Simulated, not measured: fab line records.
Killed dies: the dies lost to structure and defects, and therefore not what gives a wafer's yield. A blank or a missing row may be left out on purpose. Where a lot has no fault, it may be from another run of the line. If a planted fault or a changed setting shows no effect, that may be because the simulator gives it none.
Lot-split experiment + flow sfq_line + route with 325 steps; 5 lots, 27 wafers read

## ON THE SPLIT
At SFQ_TRILAYER_M3_BARC_OPEN_METAL_ETCH_100 (etches BARC in O2, target depth 125 nm, time 41.7 s), the setting time_s was moved away from the recipe's 41.7 s on 6 of the 27 wafers read, by +53.1% to +59.5%. All remaining wafers had this setting at the recipe value.

The reading comes from the split's own step.

## THE READING
oes_product_au, in a.u., at SFQ_TRILAYER_M3_BARC_OPEN_METAL_ETCH_100 (etches BARC in O2, target depth 125 nm, time 41.7 s). A value of 0.685 a.u. with a standard deviation of 0.0053 a.u. is what fault-free wafers of this fab line usually give.

| wafer  | tool, chamber at the split | time_s as run, s | against the recipe | oes_product_au, a.u. | against lot-mates on the recipe |
|--------|----------------------------|------------------|--------------------|----------------------|---------------------------------|
| L079.1 | rie_metal-04, 0            | 66.52            | +59.5%             | 0.639                | -0.051                          |
| L079.2 | rie_metal-04, 1            | 66.52            | +59.5%             | 0.644                | -0.046                          |
| L079.3 | rie_metal-04, 1            | 66.52            | +59.5%             | 0.648                | -0.042                          |
| L079.4 | rie_metal-04, 0            | 41.7             | recipe             | 0.693                | -                               |
| L079.5 | rie_metal-04, 0            | 41.7             | recipe             | 0.693                | -                               |
| L079.6 | rie_metal-04, 1            | 41.7             | recipe             | 0.683                | -                               |
| L080.1 | rie_metal-04, 1            | 41.7             | recipe             | 0.690                | -                               |
| L080.2 | rie_metal-04, 0            | 41.7             | recipe             | 0.686                | -                               |
| L080.3 | rie_metal-04, 1            | 41.7             | recipe             | 0.692                | -                               |
| L081.1 | rie_metal-04, 1            | 63.83            | +53.1%             | 0.642                | -0.048                          |
| L081.2 | rie_metal-04, 0            | 63.83            | +53.1%             | 0.640                | -0.050                          |
| L081.3 | rie_metal-04, 1            | 41.7             | recipe             | 0.692                | -                               |
| L081.4 | rie_metal-04, 0            | 41.7             | recipe             | 0.683                | -                               |
| L081.5 | rie_metal-04, 0            | 63.83            | +53.1%             | 0.635                | -0.055                          |
| L081.6 | rie_metal-04, 1            | 41.7             | recipe             | 0.695                | -                               |
| L084.1 | rie_metal-01, 0            | 41.7             | recipe             | 0.676                | -                               |
| L084.2 | rie_metal-01, 1            | 41.7             | recipe             | 0.679                | -                               |
| L084.3 | rie_metal-01, 1            | 41.7             | recipe             | 0.684                | -                               |
| L084.4 | rie_metal-01, 0            | 41.7             | recipe             | 0.681                | -                               |
| L084.5 | rie_metal-01, 0            | 41.7             | recipe             | 0.685                | -                               |
| L084.6 | rie_metal-01, 1            | 41.7             | recipe             | 0.678                | -                               |
| L085.1 | rie_metal-01, 1            | 41.7             | recipe             | 0.685                | -                               |
| L085.2 | rie_metal-01, 0            | 41.7             | recipe             | 0.676                | -                               |
| L085.3 | rie_metal-01, 1            | 41.7             | recipe             | 0.690                | -                               |
| L085.4 | rie_metal-01, 0            | 41.7             | recipe             | 0.688                | -                               |
| L085.5 | rie_metal-01, 0            | 41.7             | recipe             | 0.676                | -                               |
| L085.6 | rie_metal-01, 1            | 41.7             | recipe             | 0.686                | -                               |

FIT RESULTS
A straight line over all 27 wafers: oes_product_au changes by -0.000774 a.u. for each +1% of time_s; r = -0.95; the points scatter about the line by 0.0062 a.u.
The same after taking each lot's own level away (the mean of its wafers on the recipe; 27 wafers): -0.000855 a.u. for each +1%; r = -0.97; scatter 0.0051 a.u.
Per that fit: largest time_s move, reading shift of 0.051 a.u.
From 0.6805 to 0.6900 a.u.: that is the span of the lots' own levels, equal to 1.8 times the standard deviation above.
Hence the lot-to-lot level has little effect on the slope; both slopes agree.
Check: -0.051 a.u. against its lot-mates is what the line predicts for one of the wafers moved furthest among these (+59.5%) when that wafer is left out of the fit. Against them it came out at -0.0507 a.u.
Tool readings at the split's step, against how far the setting was moved: oes_product_au r = -0.95.

## FURTHER SPLITS ON THESE WAFERS
Note: prior to the reading, these wafers also went through further splits. Each is held against what the fit with the lots' levels taken away leaves over:
| other split on the same wafers                    | wafers away from the commonest value | r with oes_product_au (lot level and that fit taken away) |
|---------------------------------------------------|--------------------------------------|-----------------------------------------------------------|
| SFQ_TRILAYER_INCOMING_OXIDATION_002 ox_time_s     | 6                                    | -0.28                                                     |
| SFQ_TRILAYER_I0_DEP_PECVD_027 time_s              | 9                                    | +0.12                                                     |
| SFQ_TRILAYER_I1_DEP_PECVD_045 time_s              | 9                                    | +0.08                                                     |
| SFQ_TRILAYER_I1_VIA_BARC_OPEN_VIA_ETCH_071 time_s | 12                                   | +0.00                                                     |
| SFQ_TRILAYER_I2_VIA_BARC_OPEN_VIA_ETCH_096 time_s | 9                                    | +0.10                                                     |

## THE WHOLE CHAIN: every reading that the file lists as answering this split, in the file's order
| step                                     | what it does                                        | reading                                                                                   | change (the file's fit)                    | r (the file's) |
|------------------------------------------|-----------------------------------------------------|-------------------------------------------------------------------------------------------|--------------------------------------------|----------------|
| SFQ_TRILAYER_M3_BARC_OPEN_METAL_ETCH_100 | etches BARC in O2, target depth 125 nm, time 41.7 s | oes_product_au                                                                            | -0.000858 a.u. for each +1% of the setting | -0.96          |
| SFQ_TRILAYER_M3_BARC_OPEN_METAL_ETCH_100 | etches BARC in O2, target depth 125 nm, time 41.7 s | KrF_of_TRILAYER_M3_LITHO_COAT_075.thk_nm (the simulator's own value, which no gauge read) | -0.537 nm for each +1% of the setting      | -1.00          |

## THE FILE'S OWN FIT
oes_product_au changes by -0.000858 a.u. for each +1% of time_s, r = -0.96.
